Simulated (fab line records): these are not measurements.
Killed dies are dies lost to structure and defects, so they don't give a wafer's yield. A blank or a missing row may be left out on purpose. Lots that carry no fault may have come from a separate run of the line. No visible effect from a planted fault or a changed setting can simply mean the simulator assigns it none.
A struck lot beside a sound one | flow sky130 | 14 steps out of a route of 708
Sound: wafers L148.1, L148.2, L148.5. Wafers L139.1, L139.2, L139.3 were the ones struck. Last of all comes the cause.
At each step with rows: each side's tool, then ch and its chambers, then its first start. Under that, the readings that differ: sound wafers | struck wafers | difference of the means | sigmas: that difference in standard deviations of wafers without a fault.
alike: readings whose means differ by less than 2 such deviations, and words and numbers that are the same on both sides. not compared: withheld readings, readings that some wafer has no value for, bounds like >300 that may hide the same value, and numbers for which the record gives no deviation and whose values overlap.
The two part at a step that has a row with sigmas, a row that says differs or no value, or rows on one side only. Numbers that have no deviation but don't overlap get no sigmas and don't part them. A reading missing from all wafers of one side parts the sides only when that side holds two or more wafers.

first, 4 steps without rows for these wafers: SKY_METAL2_STRIP_21 (strips in post etch residue remover, time 1200 s); SKY_METAL2_CLEAN_22 (cleans in IPA, time 180 s); SKY_METAL2_CLEAN_23 (cleans in O3/DIW); SKY_VIA2_HDPCVD_00 (deposits SiO2, target thk 1180 nm, time 196.7 s).
SKY_VIA2_THK_MEAS_01:
  sound on filmMetro-02, day 41 12:41; struck on filmMetro-03, day 38 14:05
  alike: VIA2_HDPCVD_THK
SKY_VIA2_CMP_02: polishes SiO2.
  sound on cmp-01 ch 1,2,3, day 41 12:48; struck on cmp-01 ch 0,1,3, day 38 14:09
  alike: motorCurrentA, slurryFlowMlMin
SKY_VIA2_BOW_MEAS_03:
  sound on filmMetro-04, day 41 13:03; struck on filmMetro-04, day 38 14:27
  alike: VIA2_BOW
then, 5 steps without rows for these wafers: SKY_VIA2_DEHYDRATE_04 (time 60 s); SKY_VIA2_HMDS_05 (prime time 60 s); SKY_VIA2_COAT_06 (resist thk 60 nm); SKY_VIA2_COAT_07 (resist thk 450 nm); SKY_VIA2_SOFTBAKE_08 (time 90 s).
SKY_VIA2_EXPOSE_09: exposes mask VIM2, target cd 200 nm.
  sound on krfScanner-02 ch 0, day 42 01:13; struck on krfScanner-02, day 39 02:59
  no value came back on the struck wafers for exposureDoseMJCm2, focusOffsetNm (nm), na; on the sound wafers exposureDoseMJCm2 reads 37.97 37.94 37.94
  alike: mask
next, for these wafers, 1 step has no rows: SKY_VIA2_PEB_10.

## WHERE THEY PART
At SKY_VIA2_EXPOSE_09 and nowhere else, as far as this record goes.

WHY: the cause the simulator had injected
Whole step skipped at SKY_VIA2_EXPOSE_09 on krfScanner-02, starting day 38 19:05. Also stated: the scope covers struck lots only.
